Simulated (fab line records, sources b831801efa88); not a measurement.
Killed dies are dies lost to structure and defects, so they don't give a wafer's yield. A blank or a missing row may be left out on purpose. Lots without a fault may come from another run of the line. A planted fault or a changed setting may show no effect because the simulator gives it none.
Problem report in the 8D (eight disciplines) form, filled by code | flow gf180mcu | the parts of the form that need people (team, actions taken, sign-off) are left out

1. THE PROBLEM
HV_LDD_CVD_56_THK at GF_HV_LDD_THK_MEAS_57 reads a mean of 58.5 nm on 6 wafers of 2 lots; wafers without a fault read 90.3 nm with a standard deviation of 0.79. That is -40 standard deviations from the usual mean.
First seen on wafer L807.1, day 16 03:42, on film_metro-02. The record holds 36 wafers of 12 lots with a number at this step. Rule for "out", or "out of limits": more than 4 standard deviations from the usual mean. The other wafers with a number count as sound.

2. WHAT IT IS AND WHAT IT IS NOT
question                    | is                     | is not
which readings at this step | HV_LDD_CVD_56_THK      | -
which lots                  | L807, L808             | L796, L797, L799, L801, L803, L806, L816, L817, L818, L819
which wafers of those lots  | all that have a number | -
read on which gauges        | film_metro-02          | film_metro-01, film_metro-03
when                        | from day 16 03:42      | up to then (18 sound wafers); but 12 sound wafers of L816, L817, L818, L819 came after

3. SUSPECTS, AND WHAT RULES EACH OUT
Counting: a tool at a process step up to the reading stays a suspect if it ran every lot that is out and no sound lot after the first of them.
- the gauge at GF_HV_LDD_THK_MEAS_57: ruled out. All the wafers that are out were read on film_metro-02, but those of them that GF_HV_LDD_CVD_56 has rows for are out there too, on other tools.
- lpcvd-02 at GF_HV_LDD_CVD_56 (deposits Si3N4 from DCS/NH3, target thk 90 nm, time 1543 s): ruled out as a lasting fault. Sound lots L816, L818, L819 ran on it after its first lot that is out, L807 (day 16 02:16).
Left after counting: nothing in the record.

4. THE CAUSE (what the simulator had put in)
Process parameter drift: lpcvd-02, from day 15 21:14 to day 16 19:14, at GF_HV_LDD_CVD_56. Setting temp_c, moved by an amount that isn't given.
Counting ruled it out, wrongly: the rule takes a fault to strike every lot that its tool runs from its start on, and this one did not.

5. THE CHAIN OF EFFECTS, in route order
Each row: a reading whose mean over the struck wafers that have a number lies more than 3 standard deviations from the usual. Only readings for which the record gives a usual standard deviation are gone through. hours: the time from each lot's start at the first step in this table that gives one to its start at this step, as a median over the lots. sigmas: the change in usual standard deviations.
hours | step                  | reading           | usual      | on struck wafers | change | sigmas
0     | GF_HV_LDD_CVD_56      | spike_tc_bottom_C | 789.3 C    | 766.5            | -22.8  | -13
0     | GF_HV_LDD_CVD_56      | spike_tc_centre_C | 770.6 C    | 748.6            | -22.0  | -22
0     | GF_HV_LDD_CVD_56      | spike_tc_lower_C  | 770.3 C    | 748.0            | -22.2  | -17
0     | GF_HV_LDD_CVD_56      | spike_tc_top_C    | 783.1 C    | 758.9            | -24.2  | -8.7
0     | GF_HV_LDD_CVD_56      | spike_tc_upper_C  | 770.5 C    | 748.7            | -21.8  | -18
0     | GF_HV_LDD_CVD_56      | susceptor_temp_C  | 770.1 C    | 748.1            | -22.0  | -69
1     | GF_HV_LDD_THK_MEAS_57 | HV_LDD_CVD_56_THK | 90.3 nm    | 58.5             | -31.8  | -40
1     | GF_HV_LDD_ETCHBACK_58 | oes_product_au    | 0.844 a.u. | 0.681            | -0.163 | -27
The process steps in it:
- GF_HV_LDD_CVD_56: deposits Si3N4 from DCS/NH3, target thk 90 nm, time 1543 s.
- GF_HV_LDD_ETCHBACK_58: etches Si3N4 in CH3F/O2, stops on SiO2, time 100 s, target depth 90 nm.
Later measuring or inspecting steps at which every struck wafer that the step has a row for has a number for every such reading, and none has moved that far: GF_NSD_TW_MEAS_12.

6. WHAT WOULD HAVE CAUGHT IT SOONER
In this record the first reading out of limits at a measuring or inspecting step was taken at day 16 03:42, 6 hours after the fault began at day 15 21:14.
The tool's own readings at GF_HV_LDD_CVD_56 were out on every struck wafer that the step has a row for (spike_tc_bottom_C, spike_tc_centre_C, spike_tc_lower_C, spike_tc_top_C, spike_tc_upper_C, susceptor_temp_C): an alarm limit on them would have fired on the first of those.
